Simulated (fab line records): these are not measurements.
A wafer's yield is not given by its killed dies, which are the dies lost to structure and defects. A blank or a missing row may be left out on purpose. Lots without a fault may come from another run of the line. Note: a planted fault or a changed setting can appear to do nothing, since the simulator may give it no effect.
The tool behind it: which one?	flow sky130	13 lots, 39 wafers sampled, at 2 steps of a route of 708

== WHAT THE GAUGES SHOWED, per wafer ==
SKY_VT_ADJUST_LVTN_OVL_MEAS_07. Usual: for VT_ADJUST_LVTN_OVL the level is -0.1 nm and the standard deviation is 1.2.
lot	measured	on	VT_ADJUST_LVTN_OVL (nm)	flag
L322	day 6 22:41	overlay-01	0.8 1.0 0.3	
L323	day 7 09:20	overlay-01	0.5 0.6 1.4	
L324	day 7 14:16	overlay-02	-2.2 -2.7 -2.6	
L325	day 7 20:19	overlay-02	-1.1 0.3 1.4	
L326	day 8 06:34	overlay-01	0.2 -0.9 -0.5	
L335	day 10 11:40	overlay-01	1.6 0.4 -1.1	
L336	day 11 01:25	overlay-02	-1.4 -1.7 -2.0	
L337	day 11 20:34	overlay-01	1.2 -0.1 0.4	
L338	day 12 05:56	overlay-02	-0.7 -1.1 0.5	
L340	day 12 13:56	overlay-02	-0.1 0.0 -1.2	
L342	day 12 20:29	overlay-02	1.1 2.2 0.6	
L341	day 12 21:32	overlay-01	-1.3 -0.3 -0.6	
L343	day 13 07:32	overlay-02	0.8 -0.5 0.0	

== EACH LOT AND THE TOOL THAT RAN IT (in order: tool; ch and the chambers of the sampled wafers; start) ==
lot	SKY_VT_ADJUST_HVTP_STRIP_10
L322	plasma-asher-04 ch 0,1, day 6 05:11
L323	plasma-asher-04 ch 0,1, day 6 15:14
L324	plasma-asher-03 ch 0,1, day 6 19:17
L325	plasma-asher-03 ch 0,1, day 7 01:14
L326	plasma-asher-01 ch 0,1, day 7 09:56
L335	plasma-asher-03 ch 0,1, day 9 12:59
L336	plasma-asher-03 ch 0,1, day 10 02:08
L337	plasma-asher-01 ch 0,1, day 10 20:32
L338	plasma-asher-03 ch 0,1, day 11 06:02
L340	plasma-asher-01 ch 0,1, day 11 14:02
L342	plasma-asher-01 ch 0,1, day 11 20:20
L341	plasma-asher-03 ch 0,1, day 11 21:14
L343	plasma-asher-01 ch 0,1, day 12 06:17
- SKY_VT_ADJUST_HVTP_STRIP_10: strips in O2/N2.

== AS READ BY THE TOOLS THEMSELVES (means over the sampled wafers that have a number; for cases with no such wafer, the mark the record gives instead) ==
SKY_VT_ADJUST_HVTP_STRIP_10. Usual: drypump-motor-current-A 5.5 A, standard deviation 0.35; oes-product-au 0.716 a.u., standard deviation 0.0045; strip-time-to-endpoint-s 14.286 s, standard deviation 0.029.
lot	tool	drypump-motor-current-A (A)	oes-product-au (a.u.)	strip-time-to-endpoint-s (s)	flag
L322	plasma-asher-04	5.4	0.715	14.285	
L323	plasma-asher-04	5.4	0.716	14.269	
L324	plasma-asher-03	5.8	0.715	14.269	
L325	plasma-asher-03	5.8	0.716	14.325	
L326	plasma-asher-01	5.3	0.718	14.271	
L335	plasma-asher-03	5.8	0.709	14.269	
L336	plasma-asher-03	5.9	0.714	14.267	
L337	plasma-asher-01	5.1	0.718	14.300	
L338	plasma-asher-03	5.8	0.715	14.274	
L340	plasma-asher-01	5.1	0.714	14.292	
L342	plasma-asher-01	5.1	0.718	14.293	
L341	plasma-asher-03	5.8	0.721	14.260	
L343	plasma-asher-01	5.1	0.716	14.260	

== THE ANSWER, worked out from the rows above alone ==
Rule: a lot counts as off when the mean over its wafers that have a number is more than 3 standard deviations away from the usual mean. Also off: a lot with no number at a reading for which 4 or more lots have one. Where the step has rows for the other lots, those lots are counted as sound. After the gauges, taken in route order, come the tools' own readings; for these a lot's mean is taken, as printed above. At the first step where some lot is off, the reading lying furthest off is the one used; lots without a number count as furthest.
No lot is off on any of the readings shown, so nothing can be concluded from this.

== WHAT THE SIMULATOR HAD PUT IN ==
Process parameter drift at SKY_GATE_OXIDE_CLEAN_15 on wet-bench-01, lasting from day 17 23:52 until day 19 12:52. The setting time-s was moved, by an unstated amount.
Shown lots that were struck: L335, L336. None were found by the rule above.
